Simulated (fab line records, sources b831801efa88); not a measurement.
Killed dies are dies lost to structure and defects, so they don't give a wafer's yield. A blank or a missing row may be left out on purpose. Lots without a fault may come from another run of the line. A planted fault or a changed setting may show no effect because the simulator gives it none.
Which tool did it? | flow gf180mcu | 11 lots, 33 wafers sampled, at 5 steps of a route of 602

WHAT THE GAUGES READ, wafer by wafer
GF_V3_CD_MEAS_14: target cd 260 nm. Usual: cd_nm 260.1 nm, standard deviation 1.
lot  | measured     | on        | cd_nm (nm)        | flag
L590 | day 22 04:00 | cd_sem-02 | 259.9 261.3 260.5 |
L592 | day 23 00:04 | cd_sem-02 | 260.8 261.1 260.1 |
L594 | day 24 00:25 | cd_sem-02 | 260.1 260.2 260.0 |
L596 | day 24 22:28 | cd_sem-02 | 259.3 260.4 259.0 |
L597 | day 25 03:38 | cd_sem-02 | 257.7 259.9 258.0 |
L598 | day 25 20:37 | cd_sem-02 | 259.8 261.5 260.4 |
L600 | day 26 02:52 | cd_sem-01 | 258.9 257.7 258.2 |
L601 | day 26 07:28 | cd_sem-01 | 259.6 261.0 259.9 |
L603 | day 26 22:20 | cd_sem-01 | 260.6 261.1 260.6 |
L604 | day 27 07:19 | cd_sem-01 | 260.9 260.1 259.6 |
L605 | day 27 15:00 | cd_sem-02 | 260.5 261.0 259.6 |

GF_V3_RS_MEAS_24: measures by four-point-probe. Usual: V3_W_RS 0.327 ohm/sq, standard deviation 0.0031.
lot  | measured     | on            | V3_W_RS (ohm/sq)                    | flag
L590 | day 22 05:04 | film_metro-04 | 0.324 0.327 0.324                   |
L592 | day 23 01:06 | film_metro-04 | 0.323 0.326 0.325                   |
L594 | day 24 01:26 | film_metro-04 | 0.327 0.329 0.324                   |
L596 | day 24 23:32 | film_metro-04 | 0.324 0.323 0.322                   |
L597 | day 25 04:40 | film_metro-03 | 0.327 0.328 0.324                   |
L598 | day 25 21:50 | film_metro-03 | 0.322 0.331 0.325                   |
L600 | day 26 03:54 | film_metro-03 | 0.329 0.331 0.331                   |
L601 | day 26 08:30 | film_metro-04 | 0.331 0.332 0.334                   |
L603 | day 26 23:22 | film_metro-04 | 0.330 0.329 0.329                   |
L604 | day 27 08:20 | film_metro-04 | 0.295 0.324 0.302 0.295 0.324 0.301 | OFF
L605 | day 27 16:04 | film_metro-03 | 0.303 0.308 0.331 0.303 0.308 0.330 | OFF

GF_V3_THK_MEAS_25: measures by xrf. Usual: V3_W_THK 351 nm, standard deviation 5.7.
lot  | measured     | on            | V3_W_THK (nm)           | flag
L590 | day 22 05:11 | film_metro-04 | 360 356 360             |
L592 | day 23 01:12 | film_metro-04 | 358 357 356             |
L594 | day 24 01:33 | film_metro-04 | 354 354 359             |
L596 | day 24 23:39 | film_metro-04 | 359 359 363             |
L597 | day 25 04:46 | film_metro-03 | 343 345 348             |
L598 | day 25 21:57 | film_metro-03 | 351 339 347             |
L600 | day 26 04:01 | film_metro-03 | 344 343 343             |
L601 | day 26 08:37 | film_metro-04 | 350 349 349             |
L603 | day 26 23:28 | film_metro-04 | 352 354 352             |
L604 | day 27 12:08 | film_metro-04 | 391 357 380 392 359 381 | OFF
L605 | day 28 02:01 | film_metro-03 | 377 367 343 375 371 345 |

WHICH TOOL RAN EACH LOT (tool, then ch and the chambers of the sampled wafers, then the start)
lot  | GF_M3_SPUTTER_01             | GF_V3_CVD_23
L590 | pvd_sputter-01, day 20 02:59 | cvd_w-02 ch 0,1, day 22 04:57
L592 | pvd_sputter-02, day 20 22:43 | cvd_w-01 ch 0,1, day 23 00:59
L594 | pvd_sputter-02, day 21 22:49 | cvd_w-02 ch 0,1, day 24 01:19
L596 | pvd_sputter-01, day 22 23:10 | cvd_w-02 ch 0,1, day 24 23:25
L597 | pvd_sputter-01, day 23 05:23 | cvd_w-01 ch 0,1, day 25 04:34
L598 | pvd_sputter-01, day 23 23:01 | cvd_w-01 ch 0, day 25 21:38
L600 | pvd_sputter-01, day 24 05:14 | cvd_w-01 ch 0,1, day 26 03:46
L601 | pvd_sputter-03, day 24 12:20 | cvd_w-01 ch 0,1, day 26 08:23
L603 | pvd_sputter-03, day 25 03:02 | cvd_w-01 ch 0,1, day 26 23:14
L604 | pvd_sputter-01, day 25 12:32 | cvd_w-01 ch 0,1, day 27 08:14
L605 | pvd_sputter-03, day 25 20:19 | cvd_w-01 ch 0,1, day 27 15:57
- GF_M3_SPUTTER_01: material TiN, target thk 30 nm, time 25 s.
- GF_V3_CVD_23: deposits W, target thk 350 nm, time 104.9 s.

WHAT THE TOOLS THEMSELVES READ (means of the sampled wafers that have a number; where no wafer has one, the mark that the record gives instead)
GF_M3_SPUTTER_01. Usual: throttle_valve_pct 30.1 %, standard deviation 0.93.
lot  | tool           | throttle_valve_pct (%) | flag
L590 | pvd_sputter-01 | 30.0                   |
L592 | pvd_sputter-02 | 30.8                   |
L594 | pvd_sputter-02 | 30.8                   |
L596 | pvd_sputter-01 | 30.3                   |
L597 | pvd_sputter-01 | 30.9                   |
L598 | pvd_sputter-01 | 29.7                   |
L600 | pvd_sputter-01 | 31.0                   |
L601 | pvd_sputter-03 | 30.3                   |
L603 | pvd_sputter-03 | 30.4                   |
L604 | pvd_sputter-01 | 29.7                   |
L605 | pvd_sputter-03 | 30.2                   |

GF_V3_CVD_23. Usual: heater_power_w 949 W, standard deviation 140.
lot  | tool     | heater_power_w (W) | flag
L590 | cvd_w-02 | 790                |
L592 | cvd_w-01 | 1004               |
L594 | cvd_w-02 | 885                |
L596 | cvd_w-02 | 784                |
L597 | cvd_w-01 | 1047               |
L598 | cvd_w-01 | 1086               |
L600 | cvd_w-01 | 1043               |
L601 | cvd_w-01 | 1008               |
L603 | cvd_w-01 | 1038               |
L604 | cvd_w-01 | 1029               |
L605 | cvd_w-01 | 1022               |

THE ANSWER, worked out from the rows above alone
Rule: a lot is off if the mean of its wafers that have a number lies more than 3 standard deviations from the usual mean. A lot without any number at a reading at which 4 lots or more have one is off too. The other lots that the step has rows for count as sound. The gauges are gone through in route order, then the tools' own readings, and for those a lot's mean is taken as printed above. The first step at which some lot is off is used, and at that step the reading that is off furthest; a lot without a number counts as furthest.
Off: L604, L605, at GF_V3_RS_MEAS_24 (V3_W_RS).
A tool fits if, at a process step before that reading, it ran every lot that is off, and no sound lot after the first of them. The gauges at GF_V3_RS_MEAS_24 are tried like those tools. One fits: cvd_w-01 at GF_V3_CVD_23. Its last sound lot is L603 (day 26 23:14), its first lot that is off L604 (day 27 08:14): a fault that began between those two fits.

WHAT THE SIMULATOR HAD PUT IN
Process parameter drift: cvd_w-01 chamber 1, from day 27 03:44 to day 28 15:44, at GF_V3_CVD_23. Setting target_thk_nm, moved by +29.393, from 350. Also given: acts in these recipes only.
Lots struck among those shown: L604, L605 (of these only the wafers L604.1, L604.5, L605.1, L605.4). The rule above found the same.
